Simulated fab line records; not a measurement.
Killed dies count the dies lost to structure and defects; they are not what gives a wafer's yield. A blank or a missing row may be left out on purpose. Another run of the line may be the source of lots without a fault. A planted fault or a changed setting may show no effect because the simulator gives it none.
Which tool did it? || flow gf180mcu || Sampling: 24 lots, 72 wafers, 6 of 602 route steps

== WHAT THE GAUGES SHOWED, per wafer ==
GF_M2_OVL_MEAS_15. Usual: for M2_OVL the level is -1 nm and the standard deviation is 5.
{"lot": "L074", "measured": "day 18 16:59", "on": "overlay-02", "M2_OVL (nm)": "-1 3 -1", "flag": ""}
{"lot": "L075", "measured": "day 19 03:56", "on": "overlay-01", "M2_OVL (nm)": "5 5 1", "flag": ""}
{"lot": "L076", "measured": "day 19 15:10", "on": "overlay-02", "M2_OVL (nm)": "-6 -1 4", "flag": ""}
{"lot": "L077", "measured": "day 20 02:39", "on": "overlay-02", "M2_OVL (nm)": "2 -1 0", "flag": ""}
{"lot": "L078", "measured": "day 20 14:11", "on": "overlay-02", "M2_OVL (nm)": "2 3 0", "flag": ""}
{"lot": "L079", "measured": "day 20 18:33", "on": "overlay-02", "M2_OVL (nm)": "2 -1 -2", "flag": ""}
{"lot": "L080", "measured": "day 21 06:38", "on": "overlay-02", "M2_OVL (nm)": "-11 -15 -13", "flag": ""}
{"lot": "L082", "measured": "day 21 23:39", "on": "overlay-02", "M2_OVL (nm)": "-3 -4 0", "flag": ""}
{"lot": "L081", "measured": "day 22 05:02", "on": "overlay-01", "M2_OVL (nm)": "-1 0 2", "flag": ""}
{"lot": "L083", "measured": "day 22 12:59", "on": "overlay-01", "M2_OVL (nm)": "-3 -5 -3", "flag": ""}
{"lot": "L084", "measured": "day 23 17:23", "on": "overlay-02", "M2_OVL (nm)": "-10 -8 -8", "flag": ""}
{"lot": "L085", "measured": "day 24 02:12", "on": "overlay-01", "M2_OVL (nm)": "1 10 7", "flag": ""}
{"lot": "L087", "measured": "day 24 05:50", "on": "overlay-01", "M2_OVL (nm)": "-3 -7 -5", "flag": ""}
{"lot": "L086", "measured": "day 24 07:48", "on": "overlay-02", "M2_OVL (nm)": "-4 -6 -3", "flag": ""}
{"lot": "L089", "measured": "day 25 00:11", "on": "overlay-01", "M2_OVL (nm)": "3 8 8", "flag": ""}
{"lot": "L088", "measured": "day 25 06:13", "on": "overlay-02", "M2_OVL (nm)": "4 2 3", "flag": ""}
{"lot": "L091", "measured": "day 25 11:15", "on": "overlay-01", "M2_OVL (nm)": "1 -7 -1", "flag": ""}
{"lot": "L090", "measured": "day 25 13:08", "on": "overlay-01", "M2_OVL (nm)": "-3 -2 -4", "flag": ""}
{"lot": "L092", "measured": "day 25 16:15", "on": "overlay-02", "M2_OVL (nm)": "3 4 -2", "flag": ""}
{"lot": "L094", "measured": "day 25 23:59", "on": "overlay-01", "M2_OVL (nm)": "4 1 1", "flag": ""}
{"lot": "L093", "measured": "day 26 06:54", "on": "overlay-01", "M2_OVL (nm)": "-4 -3 -1", "flag": ""}
{"lot": "L095", "measured": "day 26 13:27", "on": "overlay-02", "M2_OVL (nm)": "-2 4 2", "flag": ""}
{"lot": "L096", "measured": "day 26 19:12", "on": "overlay-02", "M2_OVL (nm)": "2 2 5", "flag": ""}
{"lot": "L097", "measured": "day 27 01:06", "on": "overlay-02", "M2_OVL (nm)": "-2 -5 -2", "flag": ""}

GF_V3_BOW_MEAS_05. Usual: for V3_BOW the level is 121 um and the standard deviation is 8.5.
{"lot": "L074", "measured": "day 20 22:28", "on": "film metro-01", "V3_BOW (um)": "110 117 101", "flag": ""}
{"lot": "L075", "measured": "day 21 07:59", "on": "film metro-02", "V3_BOW (um)": "123 117 118", "flag": ""}
{"lot": "L076", "measured": "day 21 19:26", "on": "film metro-02", "V3_BOW (um)": "124 130 136", "flag": ""}
{"lot": "L077", "measured": "day 22 07:32", "on": "film metro-01", "V3_BOW (um)": "115 129 123", "flag": ""}
{"lot": "L078", "measured": "day 22 18:08", "on": "film metro-03", "V3_BOW (um)": "127 109 119", "flag": ""}
{"lot": "L079", "measured": "day 22 22:21", "on": "film metro-03", "V3_BOW (um)": "126 134 133", "flag": ""}
{"lot": "L080", "measured": "day 23 10:23", "on": "film metro-02", "V3_BOW (um)": "117 112 112", "flag": ""}
{"lot": "L082", "measured": "day 24 02:06", "on": "film metro-02", "V3_BOW (um)": "116 122 111", "flag": ""}
{"lot": "L081", "measured": "day 24 07:22", "on": "film metro-03", "V3_BOW (um)": "129 130 123", "flag": ""}
{"lot": "L083", "measured": "day 24 14:54", "on": "film metro-03", "V3_BOW (um)": "116 114 120", "flag": ""}
{"lot": "L084", "measured": "day 25 17:23", "on": "film metro-02", "V3_BOW (um)": "117 119 117", "flag": ""}
{"lot": "L085", "measured": "day 26 01:33", "on": "film metro-01", "V3_BOW (um)": "119 125 112", "flag": ""}
{"lot": "L087", "measured": "day 26 04:37", "on": "film metro-01", "V3_BOW (um)": "132 106 112", "flag": ""}
{"lot": "L086", "measured": "day 26 08:08", "on": "film metro-02", "V3_BOW (um)": "130 138 127", "flag": ""}
{"lot": "L089", "measured": "day 26 23:35", "on": "film metro-01", "V3_BOW (um)": "121 129 127", "flag": ""}
{"lot": "L088", "measured": "day 27 04:41", "on": "film metro-03", "V3_BOW (um)": "127 111 122", "flag": ""}
{"lot": "L091", "measured": "day 27 10:34", "on": "film metro-02", "V3_BOW (um)": "118 129 120", "flag": ""}
{"lot": "L090", "measured": "day 27 11:46", "on": "film metro-02", "V3_BOW (um)": "136 127 126", "flag": ""}
{"lot": "L092", "measured": "day 27 14:26", "on": "film metro-01", "V3_BOW (um)": "124 112 118", "flag": ""}
{"lot": "L094", "measured": "day 27 21:11", "on": "film metro-02", "V3_BOW (um)": "130 104 123", "flag": ""}
{"lot": "L093", "measured": "day 28 03:35", "on": "film metro-01", "V3_BOW (um)": "111 111 109", "flag": ""}
{"lot": "L095", "measured": "day 28 10:46", "on": "film metro-01", "V3_BOW (um)": "125 118 117", "flag": ""}
{"lot": "L096", "measured": "day 28 16:08", "on": "film metro-03", "V3_BOW (um)": "133 139 130", "flag": ""}
{"lot": "L097", "measured": "day 28 20:59", "on": "film metro-02", "V3_BOW (um)": "116 125 117", "flag": ""}

== WHICH TOOL RAN EACH LOT (tool, then ch and the chambers of the sampled wafers, then the start) ==
{"lot": "L074", "GF_HV_LDD_STRIP_22": "plasma asher-01 ch 0,1, day 10 13:02", "GF_M1_SPUTTER_00": "pvd sputter-04, day 15 17:17", "GF_V1_STRIP_18": "plasma asher-01 ch 0,1, day 17 16:01", "GF_V3_CMP_04": "cmp-01 ch 0,3, day 20 22:11"}
{"lot": "L075", "GF_HV_LDD_STRIP_22": "plasma asher-02 ch 0,1, day 10 20:23", "GF_M1_SPUTTER_00": "pvd sputter-02, day 16 03:04", "GF_V1_STRIP_18": "plasma asher-01 ch 0, day 18 02:52", "GF_V3_CMP_04": "cmp-01 ch 1,2,3, day 21 07:41"}
{"lot": "L076", "GF_HV_LDD_STRIP_22": "plasma asher-04 ch 0,1, day 11 04:11", "GF_M1_SPUTTER_00": "pvd sputter-01, day 16 12:16", "GF_V1_STRIP_18": "plasma asher-01 ch 0,1, day 18 13:07", "GF_V3_CMP_04": "cmp-02 ch 0,1,3, day 21 19:13"}
{"lot": "L077", "GF_HV_LDD_STRIP_22": "plasma asher-02 ch 0,1, day 11 11:44", "GF_M1_SPUTTER_00": "pvd sputter-02, day 16 23:01", "GF_V1_STRIP_18": "plasma asher-03 ch 0,1, day 19 00:58", "GF_V3_CMP_04": "cmp-02 ch 0,2,3, day 22 07:14"}
{"lot": "L078", "GF_HV_LDD_STRIP_22": "plasma asher-02 ch 0,1, day 11 21:38", "GF_M1_SPUTTER_00": "pvd sputter-01, day 17 10:52", "GF_V1_STRIP_18": "plasma asher-01 ch 0,1, day 19 12:02", "GF_V3_CMP_04": "cmp-02 ch 0,3, day 22 17:50"}
{"lot": "L079", "GF_HV_LDD_STRIP_22": "plasma asher-04 ch 0,1, day 12 01:25", "GF_M1_SPUTTER_00": "pvd sputter-04, day 17 13:43", "GF_V1_STRIP_18": "plasma asher-01 ch 0,1, day 19 16:26", "GF_V3_CMP_04": "cmp-02 ch 1,2,3, day 22 22:04"}
{"lot": "L080", "GF_HV_LDD_STRIP_22": "plasma asher-02 ch 0,1, day 12 12:53", "GF_M1_SPUTTER_00": "pvd sputter-02, day 18 05:19", "GF_V1_STRIP_18": "plasma asher-01 ch 0,1, day 20 05:50", "GF_V3_CMP_04": "cmp-01 ch 0,2,3, day 23 10:08"}
{"lot": "L082", "GF_HV_LDD_STRIP_22": "plasma asher-02 ch 0,1, day 13 01:28", "GF_M1_SPUTTER_00": "pvd sputter-02, day 18 21:13", "GF_V1_STRIP_18": "plasma asher-04 ch 0,1, day 20 23:14", "GF_V3_CMP_04": "cmp-02 ch 1,2,3, day 24 01:47"}
{"lot": "L081", "GF_HV_LDD_STRIP_22": "plasma asher-02 ch 0,1, day 13 04:56", "GF_M1_SPUTTER_00": "pvd sputter-04, day 19 01:46", "GF_V1_STRIP_18": "plasma asher-04 ch 0,1, day 21 03:55", "GF_V3_CMP_04": "cmp-02 ch 0,3, day 24 07:06"}
{"lot": "L083", "GF_HV_LDD_STRIP_22": "plasma asher-04 ch 1, day 13 13:38", "GF_M1_SPUTTER_00": "pvd sputter-02, day 19 10:38", "GF_V1_STRIP_18": "plasma asher-03 ch 0,1, day 21 12:13", "GF_V3_CMP_04": "cmp-02 ch 2,3, day 24 14:36"}
{"lot": "L084", "GF_HV_LDD_STRIP_22": "plasma asher-01 ch 0,1, day 14 13:08", "GF_M1_SPUTTER_00": "pvd sputter-04, day 20 15:13", "GF_V1_STRIP_18": "plasma asher-03 ch 0,1, day 22 16:32", "GF_V3_CMP_04": "cmp-01 ch 1,2,3, day 25 17:08"}
{"lot": "L085", "GF_HV_LDD_STRIP_22": "plasma asher-04 ch 0,1, day 14 23:49", "GF_M1_SPUTTER_00": "pvd sputter-01, day 21 01:37", "GF_V1_STRIP_18": "plasma asher-03 ch 0,1, day 23 01:46", "GF_V3_CMP_04": "cmp-02 ch 0,2,3, day 26 01:21"}
{"lot": "L087", "GF_HV_LDD_STRIP_22": "plasma asher-01 ch 0,1, day 15 01:52", "GF_M1_SPUTTER_00": "pvd sputter-01, day 21 05:42", "GF_V1_STRIP_18": "plasma asher-03 ch 1, day 23 06:22", "GF_V3_CMP_04": "cmp-01 ch 0,1,3, day 26 04:22"}
{"lot": "L086", "GF_HV_LDD_STRIP_22": "plasma asher-02 ch 0,1, day 15 03:41", "GF_M1_SPUTTER_00": "pvd sputter-01, day 21 06:52", "GF_V1_STRIP_18": "plasma asher-04 ch 0,1, day 23 07:38", "GF_V3_CMP_04": "cmp-02 ch 1,2, day 26 07:52"}
{"lot": "L089", "GF_HV_LDD_STRIP_22": "plasma asher-04 ch 0,1, day 15 21:28", "GF_M1_SPUTTER_00": "pvd sputter-02, day 22 00:41", "GF_V1_STRIP_18": "plasma asher-03 ch 0,1, day 24 00:47", "GF_V3_CMP_04": "cmp-01 ch 0,2,3, day 26 23:20"}
{"lot": "L088", "GF_HV_LDD_STRIP_22": "plasma asher-02 ch 0,1, day 16 01:13", "GF_M1_SPUTTER_00": "pvd sputter-04, day 22 07:50", "GF_V1_STRIP_18": "plasma asher-03 ch 0,1, day 24 06:47", "GF_V3_CMP_04": "cmp-01 ch 0,1, day 27 04:20"}
{"lot": "L091", "GF_HV_LDD_STRIP_22": "plasma asher-04 ch 0,1, day 16 08:01", "GF_M1_SPUTTER_00": "pvd sputter-01, day 22 13:14", "GF_V1_STRIP_18": "plasma asher-04 ch 0,1, day 24 12:07", "GF_V3_CMP_04": "cmp-02 ch 0,1,3, day 27 10:21"}
{"lot": "L090", "GF_HV_LDD_STRIP_22": "plasma asher-02 ch 0,1, day 16 09:08", "GF_M1_SPUTTER_00": "pvd sputter-02, day 22 14:52", "GF_V1_STRIP_18": "plasma asher-01 ch 0,1, day 24 13:53", "GF_V3_CMP_04": "cmp-01 ch 1,2,3, day 27 11:34"}
{"lot": "L092", "GF_HV_LDD_STRIP_22": "plasma asher-01 ch 0,1, day 16 14:19", "GF_M1_SPUTTER_00": "pvd sputter-02, day 22 19:13", "GF_V1_STRIP_18": "plasma asher-03 ch 0,1, day 24 18:16", "GF_V3_CMP_04": "cmp-01 ch 0,1,3, day 27 14:14"}
{"lot": "L094", "GF_HV_LDD_STRIP_22": "plasma asher-02 ch 0,1, day 16 23:13", "GF_M1_SPUTTER_00": "pvd sputter-01, day 23 02:44", "GF_V1_STRIP_18": "plasma asher-03 ch 0,1, day 25 01:07", "GF_V3_CMP_04": "cmp-01 ch 0,2,3, day 27 20:53"}
{"lot": "L093", "GF_HV_LDD_STRIP_22": "plasma asher-01 ch 0,1, day 17 04:47", "GF_M1_SPUTTER_00": "pvd sputter-04, day 23 09:52", "GF_V1_STRIP_18": "plasma asher-04 ch 0,1, day 25 07:52", "GF_V3_CMP_04": "cmp-01 ch 0,1,3, day 28 03:17"}
{"lot": "L095", "GF_HV_LDD_STRIP_22": "plasma asher-04 ch 1, day 17 11:50", "GF_M1_SPUTTER_00": "pvd sputter-01, day 23 17:38", "GF_V1_STRIP_18": "plasma asher-04 ch 0,1, day 25 15:16", "GF_V3_CMP_04": "cmp-01 ch 0,1,3, day 28 10:28"}
{"lot": "L096", "GF_HV_LDD_STRIP_22": "plasma asher-01 ch 0,1, day 17 17:07", "GF_M1_SPUTTER_00": "pvd sputter-01, day 23 23:17", "GF_V1_STRIP_18": "plasma asher-03 ch 0,1, day 25 20:50", "GF_V3_CMP_04": "cmp-02 ch 0,2, day 28 15:49"}
{"lot": "L097", "GF_HV_LDD_STRIP_22": "plasma asher-01 ch 0,1, day 18 00:43", "GF_M1_SPUTTER_00": "pvd sputter-02, day 24 05:40", "GF_V1_STRIP_18": "plasma asher-03 ch 0,1, day 26 02:53", "GF_V3_CMP_04": "cmp-01 ch 0,2,3, day 28 20:47"}
- GF_HV_LDD_STRIP_22: strips in O2/N2.
- GF_M1_SPUTTER_00: material Ti, target thk 37.5 nm, time 150 s.
- GF_V1_STRIP_18: strips in O2/N2.
- GF_V3_CMP_04: polishes SiO2.

== AS READ BY THE TOOLS THEMSELVES (means over the sampled wafers that have a number; for cases with no such wafer, the mark the record gives instead) ==
GF_HV_LDD_STRIP_22. Usual: drypump motor current A 5.53 A, standard deviation 0.14; heater power w 338 W, standard deviation 20; oes product au 0.716 a.u., standard deviation 0.0043; strip time to endpoint s 12.63 s, standard deviation 0.034.
{"lot": "L074", "tool": "plasma asher-01", "drypump motor current A (A)": 5.49, "heater power w (W)": 335, "oes product au (a.u.)": 0.713, "strip time to endpoint s (s)": 12.59, "flag": ""}
{"lot": "L075", "tool": "plasma asher-02", "drypump motor current A (A)": 5.64, "heater power w (W)": 339, "oes product au (a.u.)": 0.713, "strip time to endpoint s (s)": 12.61, "flag": ""}
{"lot": "L076", "tool": "plasma asher-04", "drypump motor current A (A)": 5.40, "heater power w (W)": 322, "oes product au (a.u.)": 0.715, "strip time to endpoint s (s)": 12.68, "flag": ""}
{"lot": "L077", "tool": "plasma asher-02", "drypump motor current A (A)": 5.63, "heater power w (W)": 344, "oes product au (a.u.)": 0.723, "strip time to endpoint s (s)": 12.64, "flag": ""}
{"lot": "L078", "tool": "plasma asher-02", "drypump motor current A (A)": 5.63, "heater power w (W)": 337, "oes product au (a.u.)": 0.716, "strip time to endpoint s (s)": 12.58, "flag": ""}
{"lot": "L079", "tool": "plasma asher-04", "drypump motor current A (A)": 5.53, "heater power w (W)": 324, "oes product au (a.u.)": 0.718, "strip time to endpoint s (s)": 12.63, "flag": ""}
{"lot": "L080", "tool": "plasma asher-02", "drypump motor current A (A)": 5.62, "heater power w (W)": 342, "oes product au (a.u.)": 0.714, "strip time to endpoint s (s)": 12.62, "flag": ""}
{"lot": "L082", "tool": "plasma asher-02", "drypump motor current A (A)": 5.63, "heater power w (W)": 346, "oes product au (a.u.)": 0.713, "strip time to endpoint s (s)": 12.65, "flag": ""}
{"lot": "L081", "tool": "plasma asher-02", "drypump motor current A (A)": 5.62, "heater power w (W)": 343, "oes product au (a.u.)": 0.716, "strip time to endpoint s (s)": 12.66, "flag": ""}
{"lot": "L083", "tool": "plasma asher-04", "drypump motor current A (A)": 5.72, "heater power w (W)": 319, "oes product au (a.u.)": 0.717, "strip time to endpoint s (s)": 12.64, "flag": ""}
{"lot": "L084", "tool": "plasma asher-01", "drypump motor current A (A)": 5.49, "heater power w (W)": 351, "oes product au (a.u.)": 0.717, "strip time to endpoint s (s)": 12.59, "flag": ""}
{"lot": "L085", "tool": "plasma asher-04", "drypump motor current A (A)": 5.54, "heater power w (W)": 324, "oes product au (a.u.)": 0.714, "strip time to endpoint s (s)": 12.62, "flag": ""}
{"lot": "L087", "tool": "plasma asher-01", "drypump motor current A (A)": 5.49, "heater power w (W)": 357, "oes product au (a.u.)": 0.714, "strip time to endpoint s (s)": 12.58, "flag": ""}
{"lot": "L086", "tool": "plasma asher-02", "drypump motor current A (A)": 5.64, "heater power w (W)": 344, "oes product au (a.u.)": 0.717, "strip time to endpoint s (s)": 12.65, "flag": ""}
{"lot": "L089", "tool": "plasma asher-04", "drypump motor current A (A)": 5.43, "heater power w (W)": 325, "oes product au (a.u.)": 0.720, "strip time to endpoint s (s)": 12.63, "flag": ""}
{"lot": "L088", "tool": "plasma asher-02", "drypump motor current A (A)": 5.62, "heater power w (W)": 342, "oes product au (a.u.)": 0.716, "strip time to endpoint s (s)": 12.68, "flag": ""}
{"lot": "L091", "tool": "plasma asher-04", "drypump motor current A (A)": 5.54, "heater power w (W)": 328, "oes product au (a.u.)": 0.716, "strip time to endpoint s (s)": 12.60, "flag": ""}
{"lot": "L090", "tool": "plasma asher-02", "drypump motor current A (A)": 5.58, "heater power w (W)": 347, "oes product au (a.u.)": 0.718, "strip time to endpoint s (s)": 12.68, "flag": ""}
{"lot": "L092", "tool": "plasma asher-01", "drypump motor current A (A)": 5.51, "heater power w (W)": 355, "oes product au (a.u.)": 0.718, "strip time to endpoint s (s)": 12.63, "flag": ""}
{"lot": "L094", "tool": "plasma asher-02", "drypump motor current A (A)": 5.63, "heater power w (W)": 341, "oes product au (a.u.)": 0.716, "strip time to endpoint s (s)": 12.63, "flag": ""}
{"lot": "L093", "tool": "plasma asher-01", "drypump motor current A (A)": 5.52, "heater power w (W)": 336, "oes product au (a.u.)": 0.715, "strip time to endpoint s (s)": 12.63, "flag": ""}
{"lot": "L095", "tool": "plasma asher-04", "drypump motor current A (A)": 5.71, "heater power w (W)": 324, "oes product au (a.u.)": 0.715, "strip time to endpoint s (s)": 12.60, "flag": ""}
{"lot": "L096", "tool": "plasma asher-01", "drypump motor current A (A)": 5.50, "heater power w (W)": 352, "oes product au (a.u.)": 0.712, "strip time to endpoint s (s)": 12.63, "flag": ""}
{"lot": "L097", "tool": "plasma asher-01", "drypump motor current A (A)": 5.47, "heater power w (W)": 351, "oes product au (a.u.)": 0.715, "strip time to endpoint s (s)": 12.67, "flag": ""}

GF_M1_SPUTTER_00. Usual: throttle valve pct reads 29.9 % (standard deviation 0.88).
{"lot": "L074", "tool": "pvd sputter-04", "throttle valve pct (%)": 30.0, "flag": ""}
{"lot": "L075", "tool": "pvd sputter-02", "throttle valve pct (%)": 29.1, "flag": ""}
{"lot": "L076", "tool": "pvd sputter-01", "throttle valve pct (%)": 29.8, "flag": ""}
{"lot": "L077", "tool": "pvd sputter-02", "throttle valve pct (%)": 29.4, "flag": ""}
{"lot": "L078", "tool": "pvd sputter-01", "throttle valve pct (%)": 30.2, "flag": ""}
{"lot": "L079", "tool": "pvd sputter-04", "throttle valve pct (%)": 30.5, "flag": ""}
{"lot": "L080", "tool": "pvd sputter-02", "throttle valve pct (%)": 29.9, "flag": ""}
{"lot": "L082", "tool": "pvd sputter-02", "throttle valve pct (%)": 29.2, "flag": ""}
{"lot": "L081", "tool": "pvd sputter-04", "throttle valve pct (%)": 30.1, "flag": ""}
{"lot": "L083", "tool": "pvd sputter-02", "throttle valve pct (%)": 29.9, "flag": ""}
{"lot": "L084", "tool": "pvd sputter-04", "throttle valve pct (%)": 30.0, "flag": ""}
{"lot": "L085", "tool": "pvd sputter-01", "throttle valve pct (%)": 30.4, "flag": ""}
{"lot": "L087", "tool": "pvd sputter-01", "throttle valve pct (%)": 30.5, "flag": ""}
{"lot": "L086", "tool": "pvd sputter-01", "throttle valve pct (%)": 30.2, "flag": ""}
{"lot": "L089", "tool": "pvd sputter-02", "throttle valve pct (%)": 30.6, "flag": ""}
{"lot": "L088", "tool": "pvd sputter-04", "throttle valve pct (%)": 29.7, "flag": ""}
{"lot": "L091", "tool": "pvd sputter-01", "throttle valve pct (%)": 30.2, "flag": ""}
{"lot": "L090", "tool": "pvd sputter-02", "throttle valve pct (%)": 29.1, "flag": ""}
{"lot": "L092", "tool": "pvd sputter-02", "throttle valve pct (%)": 29.6, "flag": ""}
{"lot": "L094", "tool": "pvd sputter-01", "throttle valve pct (%)": 30.4, "flag": ""}
{"lot": "L093", "tool": "pvd sputter-04", "throttle valve pct (%)": 29.6, "flag": ""}
{"lot": "L095", "tool": "pvd sputter-01", "throttle valve pct (%)": 29.4, "flag": ""}
{"lot": "L096", "tool": "pvd sputter-01", "throttle valve pct (%)": 30.4, "flag": ""}
{"lot": "L097", "tool": "pvd sputter-02", "throttle valve pct (%)": 29.7, "flag": ""}

GF_V1_STRIP_18. Usual: drypump motor current A 5.7 A, standard deviation 0.49; heater power w 319 W, standard deviation 25; oes product au 0.591 a.u., standard deviation 0.0049.
{"lot": "L074", "tool": "plasma asher-01", "drypump motor current A (A)": 5.5, "heater power w (W)": 342, "oes product au (a.u.)": 0.590, "flag": ""}
{"lot": "L075", "tool": "plasma asher-01", "drypump motor current A (A)": 5.5, "heater power w (W)": 316, "oes product au (a.u.)": 0.592, "flag": ""}
{"lot": "L076", "tool": "plasma asher-01", "drypump motor current A (A)": 5.5, "heater power w (W)": 334, "oes product au (a.u.)": 0.592, "flag": ""}
{"lot": "L077", "tool": "plasma asher-03", "drypump motor current A (A)": 5.9, "heater power w (W)": 300, "oes product au (a.u.)": 0.590, "flag": ""}
{"lot": "L078", "tool": "plasma asher-01", "drypump motor current A (A)": 5.5, "heater power w (W)": 355, "oes product au (a.u.)": 0.593, "flag": ""}
{"lot": "L079", "tool": "plasma asher-01", "drypump motor current A (A)": 5.4, "heater power w (W)": 330, "oes product au (a.u.)": 0.593, "flag": ""}
{"lot": "L080", "tool": "plasma asher-01", "drypump motor current A (A)": 5.4, "heater power w (W)": 334, "oes product au (a.u.)": 0.591, "flag": ""}
{"lot": "L082", "tool": "plasma asher-04", "drypump motor current A (A)": 5.4, "heater power w (W)": 322, "oes product au (a.u.)": 0.591, "flag": ""}
{"lot": "L081", "tool": "plasma asher-04", "drypump motor current A (A)": 5.4, "heater power w (W)": 322, "oes product au (a.u.)": 0.592, "flag": ""}
{"lot": "L083", "tool": "plasma asher-03", "drypump motor current A (A)": 5.9, "heater power w (W)": 296, "oes product au (a.u.)": 0.588, "flag": ""}
{"lot": "L084", "tool": "plasma asher-03", "drypump motor current A (A)": 5.9, "heater power w (W)": 298, "oes product au (a.u.)": 0.588, "flag": ""}
{"lot": "L085", "tool": "plasma asher-03", "drypump motor current A (A)": 5.9, "heater power w (W)": 294, "oes product au (a.u.)": 0.590, "flag": ""}
{"lot": "L087", "tool": "plasma asher-03", "drypump motor current A (A)": 5.5, "heater power w (W)": 297, "oes product au (a.u.)": 0.596, "flag": ""}
{"lot": "L086", "tool": "plasma asher-04", "drypump motor current A (A)": 5.4, "heater power w (W)": 327, "oes product au (a.u.)": 0.594, "flag": ""}
{"lot": "L089", "tool": "plasma asher-03", "drypump motor current A (A)": 5.9, "heater power w (W)": 299, "oes product au (a.u.)": 0.591, "flag": ""}
{"lot": "L088", "tool": "plasma asher-03", "drypump motor current A (A)": 5.9, "heater power w (W)": 300, "oes product au (a.u.)": 0.589, "flag": ""}
{"lot": "L091", "tool": "plasma asher-04", "drypump motor current A (A)": 5.4, "heater power w (W)": 325, "oes product au (a.u.)": 0.586, "flag": ""}
{"lot": "L090", "tool": "plasma asher-01", "drypump motor current A (A)": 5.5, "heater power w (W)": 350, "oes product au (a.u.)": 0.588, "flag": ""}
{"lot": "L092", "tool": "plasma asher-03", "drypump motor current A (A)": 5.9, "heater power w (W)": 295, "oes product au (a.u.)": 0.594, "flag": ""}
{"lot": "L094", "tool": "plasma asher-03", "drypump motor current A (A)": 6.3, "heater power w (W)": 304, "oes product au (a.u.)": 0.597, "flag": ""}
{"lot": "L093", "tool": "plasma asher-04", "drypump motor current A (A)": 5.4, "heater power w (W)": 323, "oes product au (a.u.)": 0.593, "flag": ""}
{"lot": "L095", "tool": "plasma asher-04", "drypump motor current A (A)": 5.6, "heater power w (W)": 317, "oes product au (a.u.)": 0.586, "flag": ""}
{"lot": "L096", "tool": "plasma asher-03", "drypump motor current A (A)": 5.9, "heater power w (W)": 295, "oes product au (a.u.)": 0.585, "flag": ""}
{"lot": "L097", "tool": "plasma asher-03", "drypump motor current A (A)": 5.9, "heater power w (W)": 298, "oes product au (a.u.)": 0.598, "flag": ""}

GF_V3_CMP_04. Usual: motor current A 11.3 A, standard deviation 1.1; retaining ring pressure frac 1.001, standard deviation 0.0048; time to endpoint s 81 s, standard deviation 5.3.
{"lot": "L074", "tool": "cmp-01", "motor current A (A)": 11.0, "retaining ring pressure frac": 1.002, "time to endpoint s (s)": 77, "flag": ""}
{"lot": "L075", "tool": "cmp-01", "motor current A (A)": 12.0, "retaining ring pressure frac": 1.002, "time to endpoint s (s)": 87, "flag": ""}
{"lot": "L076", "tool": "cmp-02", "motor current A (A)": 12.1, "retaining ring pressure frac": 1.002, "time to endpoint s (s)": 75, "flag": ""}
{"lot": "L077", "tool": "cmp-02", "motor current A (A)": 10.4, "retaining ring pressure frac": 1.005, "time to endpoint s (s)": 78, "flag": ""}
{"lot": "L078", "tool": "cmp-02", "motor current A (A)": 11.1, "retaining ring pressure frac": 0.998, "time to endpoint s (s)": 81, "flag": ""}
{"lot": "L079", "tool": "cmp-02", "motor current A (A)": 11.3, "retaining ring pressure frac": 1.001, "time to endpoint s (s)": 81, "flag": ""}
{"lot": "L080", "tool": "cmp-01", "motor current A (A)": 10.7, "retaining ring pressure frac": 1.003, "time to endpoint s (s)": 79, "flag": ""}
{"lot": "L082", "tool": "cmp-02", "motor current A (A)": 11.4, "retaining ring pressure frac": 0.997, "time to endpoint s (s)": 73, "flag": ""}
{"lot": "L081", "tool": "cmp-02", "motor current A (A)": 11.4, "retaining ring pressure frac": 1.003, "time to endpoint s (s)": 82, "flag": ""}
{"lot": "L083", "tool": "cmp-02", "motor current A (A)": 11.1, "retaining ring pressure frac": 0.999, "time to endpoint s (s)": 81, "flag": ""}
{"lot": "L084", "tool": "cmp-01", "motor current A (A)": 11.5, "retaining ring pressure frac": 0.995, "time to endpoint s (s)": 80, "flag": ""}
{"lot": "L085", "tool": "cmp-02", "motor current A (A)": 10.8, "retaining ring pressure frac": 1.006, "time to endpoint s (s)": 77, "flag": ""}
{"lot": "L087", "tool": "cmp-01", "motor current A (A)": 11.5, "retaining ring pressure frac": 0.995, "time to endpoint s (s)": 85, "flag": ""}
{"lot": "L086", "tool": "cmp-02", "motor current A (A)": 10.7, "retaining ring pressure frac": 1.002, "time to endpoint s (s)": 75, "flag": ""}
{"lot": "L089", "tool": "cmp-01", "motor current A (A)": 10.5, "retaining ring pressure frac": 1.005, "time to endpoint s (s)": 81, "flag": ""}
{"lot": "L088", "tool": "cmp-01", "motor current A (A)": 12.2, "retaining ring pressure frac": 0.998, "time to endpoint s (s)": 90, "flag": ""}
{"lot": "L091", "tool": "cmp-02", "motor current A (A)": 11.8, "retaining ring pressure frac": 1.002, "time to endpoint s (s)": 82, "flag": ""}
{"lot": "L090", "tool": "cmp-01", "motor current A (A)": 11.8, "retaining ring pressure frac": 1.005, "time to endpoint s (s)": 81, "flag": ""}
{"lot": "L092", "tool": "cmp-01", "motor current A (A)": 11.4, "retaining ring pressure frac": 1.002, "time to endpoint s (s)": 85, "flag": ""}
{"lot": "L094", "tool": "cmp-01", "motor current A (A)": 11.0, "retaining ring pressure frac": 0.996, "time to endpoint s (s)": 83, "flag": ""}
{"lot": "L093", "tool": "cmp-01", "motor current A (A)": 11.8, "retaining ring pressure frac": 1.002, "time to endpoint s (s)": 84, "flag": ""}
{"lot": "L095", "tool": "cmp-01", "motor current A (A)": 11.6, "retaining ring pressure frac": 1.004, "time to endpoint s (s)": 81, "flag": ""}
{"lot": "L096", "tool": "cmp-02", "motor current A (A)": 10.9, "retaining ring pressure frac": 1.002, "time to endpoint s (s)": 76, "flag": ""}
{"lot": "L097", "tool": "cmp-01", "motor current A (A)": 11.2, "retaining ring pressure frac": 1.001, "time to endpoint s (s)": 82, "flag": ""}

== THE ANSWER, worked out from the rows above alone ==
Rule: lot off if the mean of its wafers having a number is beyond 3 standard deviations from the usual mean. Also off: a lot with no number at a reading for which 4 or more lots have one. All remaining lots with rows at the step are treated as sound. The gauges are gone through in route order, then the tools' own readings, and for those a lot's mean is taken as printed above. The first step at which some lot is off is used, and at that step the reading that is off furthest; a lot without a number counts as furthest.
No lot is off at any reading shown: from this, nothing can be told.

== WHAT THE SIMULATOR HAD PUT IN ==
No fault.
